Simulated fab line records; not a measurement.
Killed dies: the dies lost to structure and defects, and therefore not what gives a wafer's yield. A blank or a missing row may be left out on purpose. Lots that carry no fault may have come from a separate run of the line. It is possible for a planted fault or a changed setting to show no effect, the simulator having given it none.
fab line records -- flow gf180mcu
[record] lots = 13, wafers = 33, lastDay = 34
route steps=602 shown STI@10 NWELL@49 MVPSD@85 VT_IMPLANT@99
lots with no fault: from the same line, run without faults
startH: hours from the record's opening day to when the first of the lot's shown wafers began -- waitH: hours elapsed since this lot's preceding step -- " identical to the entry in the row above -- L1.1+2: a row that stands for several wafers -- - either no value or no given start -- * or withheld: withheld -- < > ~ a bound
route shown NAME@n: names a module that has steps shown in the file, with the first one's number in the route -- usual: mean and standard deviation over wafers with no fault -- same: alike in all rows -- chamber/n: place in a boat -- sites: the reading at each site -- _std_site: their standard deviation -- _edge_site: mean of outer sites minus mean of inner sites -- radiusMm: for every site, how far away it sits from the centre of the wafer -- mask NAME#n: copy n -- behind: tool/chamber where the wafer was last shaped -- hold: cause of the lot's hold/its duration in hours/its outcome -- device: the n, p or np transistor that did not switch -- end of line: tests of these same wafers at the route's end -- where a step has no rows: the recipe by itself -- killed: dies lost to structure and defects at the first sort, not the wafer's yield -- map: dies across one wafer; x = killed, . = not, _ = none there
set.NAME: the setting the step ran with; set.NAME@STEP: the setting that earlier step ran with -- model.NAME: the simulator's own value behind a step, which no gauge read
route steps across a sampled set of lots; one table per step, one row per wafer
services: from which hour (startH, from the record's first day; less than 0 if before it) a tool's chamber was out of use, for how many hours, and why
[[steps]]
[step GF_STI_EXPOSE_09]
[recipe] maskId = COMP, targetCdNm = 220, na = 0.68, sourceShape = conventional, sigmaOuter = 0.6, doseMj = 28
lot.wafer,tool,chamber,startH,waitH,mask
L487.3+5+6,krfScanner-01,0,20.72,-,COMP#0
L488.1+4+5,krfScanner-01,0,24.26,-,COMP#0
L489.1+2+6,krfScanner-01,0,30.26,-,COMP#0
L490.1+4+6,krfScanner-02,0,34.89,-,COMP#0
L491.2+5+6,krfScanner-01,0,39.30,-,COMP#0
L492.1+5+6,krfScanner-01,0,44.96,-,COMP#0
L493.2+5+6,krfScanner-02,0,50.83,-,COMP#0
L494.1+3+6,krfScanner-02,0,54.61,-,COMP#0
L501.1,krfScanner-02,0,90.71,-,COMP#0
L502.5,krfScanner-02,0,97.04,-,COMP#0
L504.1,krfScanner-02,0,106.59,-,COMP#0
L506.1+3+4,krfScanner-01,0,116.09,-,COMP#0
L510.2+5+6,krfScanner-01,0,136.65,-,COMP#0
[step GF_STI_CD_MEAS_12]
[recipe] targetCdNm = 220
[usual] cdNm = 220.2/0.96
lot.wafer,tool,chamber,startH,waitH,hold,cdNm
L487.3,cdSem-02,-,26.65,0.1,-,221.6
L487.5,cdSem-02,-,26.65,0.1,-,220.4
L487.6,cdSem-02,-,26.65,0.1,-,220.3
L488.1,cdSem-01,-,30.21,0.1,-,219.9
L488.4,cdSem-01,-,30.21,0.1,-,220.8
L488.5,cdSem-01,-,30.21,0.1,-,219.6
L489.1,cdSem-02,-,35.46,0.1,-,219.7
L489.2,cdSem-02,-,35.46,0.1,-,220.2
L489.6,cdSem-02,-,35.46,0.1,-,219.9
L490.1,cdSem-01,-,40.76,0.1,-,221.9
L490.4,cdSem-01,-,40.76,0.1,-,221.3
L490.6,cdSem-01,-,40.76,0.1,-,221.0
L491.2,cdSem-02,-,45.33,0.1,-,220.6
L491.5,cdSem-02,-,45.33,0.1,-,219.2
L491.6,cdSem-02,-,45.33,0.1,-,220.4
L492.1,cdSem-02,-,50.46,0.1,-,220.3
L492.5,cdSem-02,-,50.46,0.1,-,219.9
L492.6,cdSem-02,-,50.46,0.1,-,220.7
L493.2,cdSem-01,-,57.13,0.1,-,218.9
L493.5,cdSem-01,-,57.13,0.1,-,218.8
L493.6,cdSem-01,-,57.13,0.1,-,218.6
L494.1,cdSem-02,-,60.81,0.1,-,221.3
L494.3,cdSem-02,-,60.81,0.1,-,220.6
L494.6,cdSem-02,-,60.81,0.1,-,219.4
L501.1,cdSem-02,-,97.31,0.1,awaitDispo/0.2h/release,201.5
L501.1,cdSem-02,-,97.59,0.3,-,201.8
L502.5,cdSem-02,-,103.74,0.1,awaitDispo/0.2h/release,202.5
L502.5,cdSem-02,-,104.03,0.3,-,202.1
L504.1,cdSem-01,-,113.46,0.1,awaitDispo/0.2h/release,201.8
L504.1,cdSem-01,-,113.74,0.3,-,202.3
L506.1,cdSem-01,-,123.71,0.1,-,221.8
L506.3,cdSem-01,-,123.71,0.1,-,222.6
L506.4,cdSem-01,-,123.71,0.1,-,222.4
L510.2,cdSem-01,-,144.18,0.1,-,220.9
L510.5,cdSem-01,-,144.18,0.1,-,219.6
L510.6,cdSem-01,-,144.18,0.1,-,220.6
[step GF_NWELL_OVL_MEAS_07]
[usual] NWELL_OVL = -0.8/1.1
lot.wafer,tool,chamber,startH,waitH,NWELL_OVL[nm]
L487.3,overlay-01,-,55.08,-,-1.4
L487.5,overlay-01,-,55.08,-,-0.5
L487.6,overlay-01,-,55.08,-,-0.5
L488.1,overlay-01,-,59.71,-,-0.8
L488.4,overlay-01,-,59.71,-,-1.1
L488.5,overlay-01,-,59.71,-,-0.7
L489.1,overlay-02,-,64.92,-,-1.9
L489.2,overlay-02,-,64.92,-,-1.6
L489.6,overlay-02,-,64.92,-,-0.9
L490.1,overlay-01,-,69.86,-,-0.1
L490.4,overlay-01,-,69.86,-,-0.2
L490.6,overlay-01,-,69.86,-,1.7
L491.2,overlay-01,-,78.57,-,0.1
L491.5,overlay-01,-,78.57,-,0.5
L491.6,overlay-01,-,78.57,-,1.0
L492.1,overlay-01,-,81.41,-,-0.8
L492.5,overlay-01,-,81.41,-,-1.3
L492.6,overlay-01,-,81.41,-,-0.3
L493.2,overlay-01,-,88.06,-,0.0
L493.5,overlay-01,-,88.06,-,1.1
L493.6,overlay-01,-,88.06,-,0.4
L494.1,overlay-01,-,93.76,-,-0.3
L494.3,overlay-01,-,93.76,-,-0.6
L494.6,overlay-01,-,93.76,-,-0.5
L501.1,overlay-01,-,131.82,-,-1.6
L502.5,overlay-02,-,141.08,-,0.0
L504.1,overlay-01,-,148.97,-,-1.4
L506.1,overlay-02,-,159.57,-,0.3
L506.3,overlay-02,-,159.57,-,-2.2
L506.4,overlay-02,-,159.57,-,-1.2
L510.2,overlay-01,-,180.06,-,-2.8
L510.5,overlay-01,-,180.06,-,-1.4
L510.6,overlay-01,-,180.06,-,-2.0
[step GF_MVPSD_OVL_MEAS_07]
[usual] MVPSD_OVL = -0.4/1.5
lot.wafer,tool,chamber,startH,waitH,MVPSD_OVL[nm]
L487.3,overlay-01,-,94.47,-,-2.8
L487.5,overlay-01,-,94.47,-,-1.9
L487.6,overlay-01,-,94.47,-,-0.1
L488.1,overlay-01,-,100.97,-,0.8
L488.4,overlay-01,-,100.97,-,-0.2
L488.5,overlay-01,-,100.97,-,0.9
L489.1,overlay-02,-,107.51,-,-0.7
L489.2,overlay-02,-,107.51,-,-0.3
L489.6,overlay-02,-,107.51,-,-0.9
L490.1,overlay-01,-,111.31,-,1.3
L490.4,overlay-01,-,111.31,-,1.4
L490.6,overlay-01,-,111.31,-,0.8
L491.2,overlay-01,-,122.32,-,-0.5
L491.5,overlay-01,-,122.32,-,-0.1
L491.6,overlay-01,-,122.32,-,0.3
L492.1,overlay-01,-,125.51,-,0.0
L492.5,overlay-01,-,125.51,-,0.4
L492.6,overlay-01,-,125.51,-,-0.6
L493.2,overlay-02,-,132.02,-,-4.0
L493.5,overlay-02,-,132.02,-,-3.9
L493.6,overlay-02,-,132.02,-,-4.3
L494.1,overlay-01,-,138.51,-,0.1
L494.3,overlay-01,-,138.51,-,1.6
L494.6,overlay-01,-,138.51,-,0.9
L501.1,overlay-01,-,179.61,-,1.1
L502.5,overlay-02,-,190.78,-,-2.2
L504.1,overlay-02,-,198.47,-,0.5
L506.1,overlay-01,-,210.36,-,-0.3
L506.3,overlay-01,-,210.36,-,-0.6
L506.4,overlay-01,-,210.36,-,-0.7
L510.2,overlay-01,-,232.12,-,2.7
L510.5,overlay-01,-,232.12,-,1.0
L510.6,overlay-01,-,232.12,-,0.5
[step GF_VT_IMPLANT_STRIP_09]
[recipe] chemistry = O2/N2, powerW = 1400, pressureMtorr = 1500, platenTempC = 250, o2FlowSccm = 3000, n2FlowSccm = 300, overashFraction = 0.5
[usual] drypumpMotorCurrentA = 5.6/0.34, heaterPowerW = 327/9.3, oesProductAu = 0.716/0.004, stripTimeToEndpointS = 12.63/0.036
lot.wafer,tool,chamber,startH,waitH,drypumpMotorCurrentA,heaterPowerW,oesProductAu,rfHoursCounterH,stripTimeToEndpointS
L487.3,plasmaAsher-03,1,109.44,0.1,6.2,336,0.712,-,12.63
L487.5,plasmaAsher-03,0,109.44,0.1,5.4,331,0.715,-,12.69
L487.6,plasmaAsher-03,1,109.44,0.1,6.2,328,0.716,-,12.66
L488.1,plasmaAsher-03,1,115.75,0.1,6.2,328,0.712,33,12.58
L488.4,plasmaAsher-03,0,115.75,0.1,5.4,331,0.720,-,12.60
L488.5,plasmaAsher-03,0,115.75,0.1,5.4,325,0.717,-,12.60
L489.1,plasmaAsher-04,1,122.43,0.1,5.6,340,0.709,0,12.66
L489.2,plasmaAsher-04,0,122.43,0.1,5.2,324,0.716,0,12.63
L489.6,plasmaAsher-04,0,122.43,0.1,5.2,331,0.715,-,12.66
L490.1,plasmaAsher-01,0,126.44,0.1,5.5,316,0.717,50,12.56
L490.4,plasmaAsher-01,0,126.44,0.1,5.5,305,0.719,-,12.59
L490.6,plasmaAsher-01,1,126.44,0.1,5.3,333,0.713,-,12.60
L491.2,plasmaAsher-01,0,137.94,0.1,5.5,316,0.719,51,12.63
L491.5,plasmaAsher-01,1,137.94,0.1,5.3,318,0.714,-,12.66
L491.6,plasmaAsher-01,0,137.94,0.1,5.5,312,0.714,-,12.63
L492.1,plasmaAsher-03,1,141.90,0.1,6.2,325,0.721,36,12.58
L492.5,plasmaAsher-03,0,141.90,0.1,5.4,340,0.712,-,12.58
L492.6,plasmaAsher-03,1,141.90,0.1,6.2,337,0.716,-,12.58
L493.2,plasmaAsher-01,1,148.05,0.1,5.3,322,0.719,52,12.55
L493.5,plasmaAsher-01,1,148.05,0.1,5.3,322,0.712,-,12.55
L493.6,plasmaAsher-01,0,148.05,0.1,5.5,312,0.717,-,12.57
L494.1,plasmaAsher-01,1,154.34,0.1,5.3,324,0.720,52,12.62
L494.3,plasmaAsher-01,1,154.34,0.1,5.3,324,0.712,-,12.57
L494.6,plasmaAsher-01,1,154.34,0.1,5.3,321,0.709,-,12.58
L501.1,plasmaAsher-01,0,196.70,0.1,5.5,323,0.718,57,12.69
L502.5,plasmaAsher-04,0,208.36,0.1,5.2,328,0.722,-,12.62
L504.1,plasmaAsher-01,1,216.05,0.1,5.3,331,0.721,59,12.67
L506.1,plasmaAsher-01,0,228.45,0.1,5.5,307,0.714,60,12.64
L506.3,plasmaAsher-01,1,228.45,0.1,5.3,321,0.712,-,12.61
L506.4,plasmaAsher-01,0,228.45,0.1,5.5,308,0.718,-,12.64
L510.2,plasmaAsher-04,1,251.04,0.1,5.6,335,0.718,14,12.66
L510.5,plasmaAsher-04,0,251.04,0.1,5.2,331,0.719,-,12.66
L510.6,plasmaAsher-04,1,251.04,0.1,5.6,332,0.715,-,12.63
[[services]]
tool,chamber,startH,hours,kind
krfScanner-01,-,0.08,2.5,repair
krfScanner-01,-,2.70,0.8,pm
krfScanner-01,-,23.21,1.0,pm
krfScanner-02,-,49.81,1.0,pm
krfScanner-02,-,63.96,4.6,repair
krfScanner-02,-,70.17,1.3,pm
krfScanner-01,-,75.60,4.0,pm
krfScanner-02,-,88.28,0.8,pm
krfScanner-02,-,95.03,1.1,repair
krfScanner-02,-,99.57,4.4,pm
plasmaAsher-04,-,108.75,9.0,pm
plasmaAsher-04,0,108.75,9.0,ventCycle
plasmaAsher-04,1,108.75,9.0,ventCycle
plasmaAsher-04,0,117.75,-,clean
plasmaAsher-04,1,117.75,-,clean
krfScanner-01,-,124.86,1.3,pm
krfScanner-01,-,154.59,2.5,repair
krfScanner-01,-,171.50,0.8,pm
krfScanner-01,-,192.20,1.0,pm
krfScanner-01,-,209.42,3.6,pm
krfScanner-02,-,218.81,1.0,pm
krfScanner-02,-,246.15,1.3,pm
plasmaAsher-03,-,249.42,14.6,pm
[[key]]
[firstSign] step = GF_STI_CD_MEAS_12, reading = visit, direction = added
[effect] step = GF_STI_CD_MEAS_12, reading = cdNm, direction = down, sigmas = 19, usual = 220.2, struck = 201.9
metAt GF_STI_EXPOSE_09
struckLots L501,L502,L504
struckWafers L501.1,L502.5,L504.1
sortLeftOut L502.5
testerLeftOut L501,L502,L504
notActingAt GF_NWELL_OVL_MEAS_07,GF_MVPSD_OVL_MEAS_07,GF_VT_IMPLANT_STRIP_09
onsetBetween 54.61 90.71
[fault] kind = processParameterDrift, tool = krfScanner-02, chamber = -, onsetH = 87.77, steps = GF_STI_EXPOSE_09, channel = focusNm, offset = 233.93, shape = step, endH = 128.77, scope = struckWafersOnly
// testerLeftOut: of these lots the tester's yield and bins aren't shown, on N5 and GAA mostly nor the transistor test; their killed dies are dies lost to structure and defects alone, not to doping, threshold or leakage, so they don't give the yield
// sortLeftOut: the simulated sort isn't trusted on such a fault, so these wafers' sort isn't shown, and their yield isn't known
